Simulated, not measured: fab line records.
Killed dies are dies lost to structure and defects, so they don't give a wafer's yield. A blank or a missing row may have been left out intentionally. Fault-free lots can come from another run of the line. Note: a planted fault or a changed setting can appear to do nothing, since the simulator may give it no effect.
Comparing a struck lot with a sound one	flow sky130	13 out of 708 route steps
Sound: the wafers L992.1, L992.4, L992.5. The struck wafers were L995.1, L995.3, L995.6. Last of all comes the cause.
Each step with rows lists, per side, the tool, then ch with its chambers, then its first start. Under that, the readings that differ: sound wafers	struck wafers	difference of the means	sigmas: that difference in standard deviations of wafers without a fault.
alike: same words and numbers on both sides, and readings whose means sit less than 2 such deviations apart. not compared: any withheld reading, any reading some wafer has no value for, any bound like >300 that may hide the same value, and any number with overlapping values for which the record gives no deviation.
Wherever a step has rows on one side only, a row that says differs or no value, or a row with sigmas, the two part there. Numbers that have no deviation but don't overlap get no sigmas and don't part them. A reading that every wafer of one side lacks parts them only if that side has two wafers or more.

SKY_VIA1_CD_MEAS_12: target cd 150 nm.
  struck on cd_sem-01, day 37 00:58; sound on cd_sem-02, day 36 04:04
  alike: cd_nm
SKY_VIA1_OVL_MEAS_13:
  struck on overlay-02, day 37 01:05; sound on overlay-02, day 36 04:11
  alike: VIA1_OVL
SKY_VIA1_ETCH_14: etches BARC in N2/H2, stops on SiO2, time 45.9 s, target depth 60 nm.
  sound on rie_diel-01 ch 0,1, day 36 04:13; struck on rie_diel-02 ch 1,2, day 37 01:07
  alike: drypump_motor_current_A, oes_product_au, throttle_valve_pct
  not compared: rf_hours_counter_h
SKY_VIA1_ETCH_15: etches SiO2 in C4F8/O2/Ar, stops on TiN, target depth 351 nm, time 54 s.
  sound on rie_diel-01 ch 0,1, day 36 04:15; struck on rie_diel-02 ch 1,2, day 37 01:09
  alike: oes_product_au
  not compared: rf_hours_counter_h
SKY_VIA1_STRIP_16: strips in O2/N2.
  sound on plasma_asher-01 ch 0,1, day 36 04:18; struck on plasma_asher-03 ch 0,1, day 37 01:12
  alike: drypump_motor_current_A, oes_product_au, strip_time_to_endpoint_s
  not compared: rf_hours_counter_h
then, 3 steps without rows for these wafers: SKY_VIA1_STRIP_17 (strips in post etch residue remover, time 1200 s); SKY_VIA1_CLEAN_18 (cleans in IPA, time 180 s); SKY_VIA1_CLEAN_19 (cleans in O3/DIW).
SKY_VIA1_SPUTTER_20: material TiN, target thk 20 nm, time 80 s.
  struck on pvd_sputter-04, day 37 01:50; sound on pvd_sputter-01, day 36 04:53
  alike: cathode_dc_power_W, throttle_valve_pct
SKY_VIA1_CVD_21: deposits W, target thk 270 nm, time 80.902 s.
  sound on cvd_w-01 ch 0,1, day 36 04:57; struck on cvd_w-02 ch 0,1, day 37 01:53
  alike: chamber_pressure_Torr, heater_power_w
  not compared: since_wet_clean_h
SKY_VIA1_RS_MEAS_22: uses a four-point probe to measure.
  struck on film_metro-03, day 37 01:59; sound on film_metro-02, day 36 05:03
  alike: VIA1_W_RS
SKY_VIA1_THK_MEAS_23: measures by xrf.
  struck on film_metro-03, day 37 02:07; sound on film_metro-02, day 36 05:10
  alike: VIA1_W_THK
SKY_VIA1_CMP_24: polishes, stops on SiO2, t overpolish 15 s, target thk 0 nm.
  sound on cmp-01 ch 2,3, day 36 05:14; struck on cmp-01 ch 0,1,2, day 37 02:10
  no value came back on the struck wafers for any of 5 readings (edge_zone_pressure_frac, head_pressure_psi (psi) and others); on the sound wafers edge_zone_pressure_frac reads 1.000 0.998 1.003
reading	sound	struck	difference	sigmas
model.W_of_VIA1_CVD_21.thk_nm (nm)	0 0 0	268.8 268.5 266.6	+268.0	
model.SiO2_of_VIA1_HDPCVD_00.thk_nm (nm)	341.5 342.4 342.4	345 345.1 346.8	+4	

WHERE THEY PART
Only at SKY_VIA1_CMP_24, as far as this record shows.

WHY: whatever the simulator had introduced
Skipped step whole: cmp-01, from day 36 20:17 on, at SKY_VIA1_CMP_24. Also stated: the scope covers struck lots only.
